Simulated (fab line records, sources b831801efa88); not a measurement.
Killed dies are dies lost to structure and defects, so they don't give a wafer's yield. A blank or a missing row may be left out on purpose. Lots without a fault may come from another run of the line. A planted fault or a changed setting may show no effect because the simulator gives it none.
Problem report in the 8D (eight disciplines) form, filled by code | flow gf180mcu | the parts of the form that need people (team, actions taken, sign-off) are left out

1. THE PROBLEM
spin_speed_rpm at GF_HV_LDD_COAT_14 reads a mean of 3219.5 rpm on 6 wafers of 2 lots; wafers without a fault read 3000.2 rpm with a standard deviation of 1.8. That is +99 or more standard deviations from the usual mean.
The step: resist thk 1000 nm.
First seen on wafer L560.2, day 13 03:38, on litho_track-04. The record holds 39 wafers of 13 lots with a number at this step. Rule for "out", or "out of limits": more than 4 standard deviations from the usual mean. The other wafers with a number count as sound.

2. WHAT IT IS AND WHAT IT IS NOT
question                    | is                     | is not
which readings at this step | spin_speed_rpm         | exhaust_pa
which lots                  | L560, L566             | L551, L553, L554, L555, L556, L557, L559, L568, L570, L573, L574
which wafers of those lots  | all that have a number | -
read on which tools         | litho_track-04         | litho_track-01, litho_track-02
when                        | from day 13 03:38      | up to then (21 sound wafers); but 12 sound wafers of L568, L570, L573, L574 came after

3. SUSPECTS, AND WHAT RULES EACH OUT
Counting: a tool at a process step up to the reading stays a suspect if it ran every lot that is out and no sound lot after the first of them.
- litho_track-04 at GF_HV_LDD_COAT_14 (resist thk 1000 nm): kept. It ran every lot that is out, first L560 (day 13 03:38), and no sound lot after that; its last sound lot up to then is L559 (day 12 19:08). Its own readings are out on those wafers: spin_speed_rpm.
Left after counting: litho_track-04 at GF_HV_LDD_COAT_14.

4. THE CAUSE (what the simulator had put in)
Process parameter drift: litho_track-04, from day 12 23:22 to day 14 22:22, at GF_HV_LDD_COAT_14. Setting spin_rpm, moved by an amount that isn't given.
Counting left only this tool.

5. THE CHAIN OF EFFECTS, in route order
Each row: a reading whose mean over the struck wafers that have a number lies more than 3 standard deviations from the usual. Only readings for which the record gives a usual standard deviation are gone through. hours: the time from each lot's start at the first step in this table that gives one to its start at this step, as a median over the lots. sigmas: the change in usual standard deviations.
hours | step               | reading                  | usual      | on struck wafers | change | sigmas
0     | GF_HV_LDD_COAT_14  | spin_speed_rpm           | 3000.2 rpm | 3219.5           | +219.3 | +99 or more
11    | GF_HV_LDD_STRIP_22 | strip_time_to_endpoint_s | 12.64 s    | 12.27            | -0.37  | -11
The process steps in it:
- GF_HV_LDD_COAT_14: resist thk 1000 nm.
- GF_HV_LDD_STRIP_22: strips in O2/N2.
Later measuring or inspecting steps at which every struck wafer that the step has a row for has a number for every such reading, and none has moved that far: GF_M2_THK_MEAS_06.

6. WHAT WOULD HAVE CAUGHT IT SOONER
In this record the first reading out of limits was taken at day 13 03:38, 4 hours after the fault began at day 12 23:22.
